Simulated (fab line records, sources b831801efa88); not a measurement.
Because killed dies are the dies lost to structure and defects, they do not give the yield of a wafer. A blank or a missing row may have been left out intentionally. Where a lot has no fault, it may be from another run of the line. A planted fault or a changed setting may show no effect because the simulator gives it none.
2 desks looking at one fault / flow gf180mcu / each desk holds nothing but its own numbers, with what lay behind them at the end

== DESK OF THE TOOL OWNER: pvd_sputter-01 ==
The tool's own readings at GF_TOP_METAL_SPUTTER_02 (material AlCu, target thk 900 nm, time 47.82 s): means of the sampled wafers that have a number, for each lot that ran on this tool. Marked OUT: a lot whose mean sits more than 4 standard deviations from the usual mean, which makes it out of limits; the brackets give that distance.
Columns: A = throttle_valve_pct at GF_TOP_METAL_SPUTTER_02, usual 30.1 %
lot=L134; first seen here=day 27 23:40; A=31.0
lot=L135; first seen here=day 28 05:42; A=29.5
lot=L136; first seen here=day 28 10:23; A=30.4
lot=L138; first seen here=day 29 04:52; A=31.0
lot=L139; first seen here=day 29 15:23; A=30.4
lot=L148; first seen here=day 31 23:19; A=29.7
lot=L151; first seen here=day 32 19:13; A=29.5
Finding of this desk: none of the 7 lots has anything out of limits.

== AT THE METROLOGY DESK ==
What the gauges read, lot by lot, whatever tool the lot ran on: means of the sampled wafers that have a number. Marked OUT: a lot whose mean sits more than 4 standard deviations from the usual mean, which makes it out of limits; the brackets give that distance.
Columns: A = V5_W_THK at GF_V5_THK_MEAS_25, usual 352 nm; B = TOP_METAL_ALCU_RS at GF_TOP_METAL_RS_MEAS_05, usual 0.0327 ohm/sq; C = TOP_METAL_ALCU_THK at GF_TOP_METAL_THK_MEAS_06, usual 901 nm
lot=L132; first seen here=day 27 02:01; A=355; B=0.0325; C=907
lot=L134; first seen here=day 27 23:07; A=354; B=0.0331; C=895
lot=L135; first seen here=day 28 05:13; A=351; B=0.0325; C=916
lot=L136; first seen here=day 28 09:54; A=349; B=0.0328; C=900
lot=L138; first seen here=day 29 04:23; A=354; B=0.0357 (+10) OUT; C=830 (-6.4) OUT
lot=L139; first seen here=day 29 14:40; A=353; B=0.0356 (+9.6) OUT; C=821 (-7.3) OUT
lot=L141; first seen here=day 30 05:52; A=349; B=0.0325; C=912
lot=L148; first seen here=day 31 22:46; A=350; B=0.0329; C=890
lot=L151; first seen here=day 32 18:40; A=355; B=0.0327; C=901
lot=L154; first seen here=day 33 12:40; A=351; B=0.0330; C=891
This desk's result: L138, L139 out of limits, first on L138 (TOP_METAL_ALCU_RS at GF_TOP_METAL_RS_MEAS_05), day 29 04:58. Within limits: L132, L134, L135, L136, L141, L148, L151, L154.

== TAKEN TOGETHER ==
L138, L139 would have let the metrology desk raise an alarm at day 29 04:58.
The desk of the tool owner found nothing out of limits.
The tool owner's desk has L138, L139 on record, within its limits.
All the named lots went through GF_TOP_METAL_SPUTTER_02 on pvd_sputter-01.

== WHAT HAD BEEN PUT IN BY THE SIMULATOR ==
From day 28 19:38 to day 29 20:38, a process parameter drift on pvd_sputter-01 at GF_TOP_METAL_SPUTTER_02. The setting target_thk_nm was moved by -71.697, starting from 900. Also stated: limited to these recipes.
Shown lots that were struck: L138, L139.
Per desk, hours elapsed from the start of the fault to the first reading out of limits: for the metrology desk, 9.
